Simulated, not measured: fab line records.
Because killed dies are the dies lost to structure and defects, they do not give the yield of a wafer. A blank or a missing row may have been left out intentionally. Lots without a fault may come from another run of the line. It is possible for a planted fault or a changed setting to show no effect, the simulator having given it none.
Problem report in the 8D (eight disciplines) form, filled by code    flow sky130    the parts of the form that need people (team, actions taken, sign-off) are left out

## 1. WHAT IS WRONG
Wafers free of any fault read 1029 nm (standard deviation 9.2) for VIA1_HDPCVD_THK at SKY_VIA1_THK_MEAS_01, against a mean of 1131 nm on 3 wafers of 2 lots. That puts it +11 standard deviations away from the usual mean.
Seen first at day 36 14:47 on film_metro-02, wafer L204.3. The record has a number at this step for 33 wafers belonging to 11 lots. The rule behind "out" and "out of limits": a value lying over 4 standard deviations away from the usual mean. The rest of the wafers with a number are treated as sound.

## 2. WHAT IT IS, AND WHAT IT ISN'T
question                     is                            is not
which readings at this step  VIA1_HDPCVD_THK               -
which lots                   L204, L206                    L194, L195, L200, L201, L205, L208, L210, L213, L215
which wafers of those lots   L204.3, L204.5, L206.3        L204.4, L206.4, L206.6
read on which gauges         film_metro-02, film_metro-04  film_metro-01
when                         from day 36 14:47             up to then (13 sound wafers); but 17 sound wafers of L205, L206, L208, L210, L213, L215 came after

## 3. THE SUSPECTS, EACH WITH WHAT RULES IT OUT
Counting: a tool at a process step up to the reading stays a suspect if it ran every lot that is out. Sound lots after the first of them don't rule it out here, since some wafers of a struck lot are sound.
- the gauge at SKY_VIA1_THK_MEAS_01 has been ruled out. Those wafers that are out were read across 2 gauges (film_metro-02, film_metro-04).
- rie_metal-01 at SKY_METAL1_DESCUM_17 (chemistry O2, time 8 s): kept. Ran every lot that is out, first one L204 (day 36 13:51); last sound lot up to then L195 (day 33 13:27).
- hdpcvd-01 at SKY_VIA1_HDPCVD_00 (deposits SiO2, target thk 1030 nm, time 171.7 s): kept. Ran every lot that is out, first one L204 (day 36 14:40); last sound lot up to then L201 (day 35 18:12). Its own run_length_s readings are out on those wafers.
- Within hdpcvd-01 at SKY_VIA1_HDPCVD_00: the wafers that are out ran in chamber 0; their sound lot-mates ran in chambers 1, 2.
Left after counting: rie_metal-01 at SKY_METAL1_DESCUM_17, hdpcvd-01 at SKY_VIA1_HDPCVD_00.

## 4. THE CAUSE (what the simulator had put in)
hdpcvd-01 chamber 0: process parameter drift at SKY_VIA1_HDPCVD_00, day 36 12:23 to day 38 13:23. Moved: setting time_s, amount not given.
This tool is one of the 2 suspects left after counting.

## 5. THE CHAIN OF EFFECTS, in route order
Each row: a reading where the mean over the struck wafers with a number is more than 3 standard deviations away from the usual. Only readings for which the record gives a usual standard deviation are gone through. hours: the time from each lot's start at the first step in this table that gives one to its start at this step, as a median over the lots. sigmas: the change in usual standard deviations.
hours  step                  reading          usual    on struck wafers  change  sigmas
0      SKY_VIA1_HDPCVD_00    run_length_s     199.7 s  216.0             +16.3   +38
0      SKY_VIA1_THK_MEAS_01  VIA1_HDPCVD_THK  1029 nm  1131              +102    +11
Its process steps:
- SKY_VIA1_HDPCVD_00: deposits SiO2, target thk 1030 nm, time 171.7 s.

## 6. HOW IT WOULD HAVE BEEN CAUGHT EARLIER
In this record the first reading out of limits at a measuring or inspecting step was taken at day 36 14:47, 2 hours after the fault began at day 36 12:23.
At SKY_VIA1_HDPCVD_00, the tool's own readings (run_length_s) were out on each struck wafer the step has a row for, so an alarm limit on them would have fired on the first such wafer.
Of the lots that are out (2), L206 began SKY_VIA1_HDPCVD_00 on hdpcvd-01 after day 36 14:47. Putting the tool on hold at that point would have spared it.
